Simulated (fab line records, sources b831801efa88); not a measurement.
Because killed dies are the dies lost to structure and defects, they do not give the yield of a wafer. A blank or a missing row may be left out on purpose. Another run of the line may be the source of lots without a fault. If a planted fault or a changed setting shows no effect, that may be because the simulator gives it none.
Which of the tools did it? || flow gf180mcu || 6 lots, 18 wafers sampled, at 2 steps of a route of 602

## WHAT EACH GAUGE READ, for each wafer
GF_HV_LDD_CD_MEAS_46: the cd target is 400 nm.
{"lot": "L787", "measured": "day 12 15:43", "on": "cd_sem-01", "cd_nm (nm)": "401.7 399.6 400.2"}
{"lot": "L790", "measured": "day 15 15:31", "on": "cd_sem-01", "cd_nm (nm)": "400.2 399.3 400.0"}
{"lot": "L792", "measured": "day 15 22:38", "on": "cd_sem-02", "cd_nm (nm)": "402.4 398.6 401.7"}
{"lot": "L798", "measured": "day 17 14:14", "on": "cd_sem-01", "cd_nm (nm)": "433.2 398.5 433.2"}
{"lot": "L800", "measured": "day 17 22:30", "on": "cd_sem-01", "cd_nm (nm)": "434.8 402.9 403.0"}
{"lot": "L806", "measured": "day 20 16:30", "on": "cd_sem-01", "cd_nm (nm)": "400.2 400.2 401.2"}

## WHICH TOOL RAN EACH LOT (tool, then ch and the chambers of the sampled wafers, then the start)
{"lot": "L787", "GF_HV_LDD_COAT_41": "litho_track-04 ch 0, day 12 05:22"}
{"lot": "L790", "GF_HV_LDD_COAT_41": "litho_track-04 ch 0, day 15 04:52"}
{"lot": "L792", "GF_HV_LDD_COAT_41": "litho_track-03 ch 0, day 15 11:59"}
{"lot": "L798", "GF_HV_LDD_COAT_41": "litho_track-04 ch 0, day 17 02:32"}
{"lot": "L800", "GF_HV_LDD_COAT_41": "litho_track-04 ch 0, day 17 10:47"}
{"lot": "L806", "GF_HV_LDD_COAT_41": "litho_track-02 ch 0, day 20 04:28"}
- GF_HV_LDD_COAT_41: resist thk 1000 nm.

## THE ANSWER, worked out from the rows above alone
Rule: usual is defined by the lots themselves. Put in order of their means at a reading, lots are off if they are a third of the lots or fewer, leave a main group of 4 or more, and stand apart from it by a gap of 3 or more times the standard deviation of the main group's means; of several such gaps the widest counts. If all means in a main group match to the digits the tables above print for the reading, that group is not used. Also off: a lot with no number at a reading for which 4 or more lots have one. All remaining lots with rows at the step are treated as sound.
Off, at GF_HV_LDD_CD_MEAS_46 on cd_nm: L798, L800. The main group: mean 400.4 nm, standard deviation 0.38.
A tool fits if, at a process step before that reading, it ran every lot that is off, and no sound lot after the first of them. The gauges at GF_HV_LDD_CD_MEAS_46 are tried like those tools. One fits: GF_HV_LDD_COAT_41 on litho_track-04. A fault onset in the window from L790 (day 15 04:52, its last sound lot) to L798 (day 17 02:32, its first lot off) fits.

## WHAT HAD BEEN PUT IN BY THE SIMULATOR
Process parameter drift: litho_track-04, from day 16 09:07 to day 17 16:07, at GF_HV_LDD_COAT_41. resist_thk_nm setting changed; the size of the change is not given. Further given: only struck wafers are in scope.
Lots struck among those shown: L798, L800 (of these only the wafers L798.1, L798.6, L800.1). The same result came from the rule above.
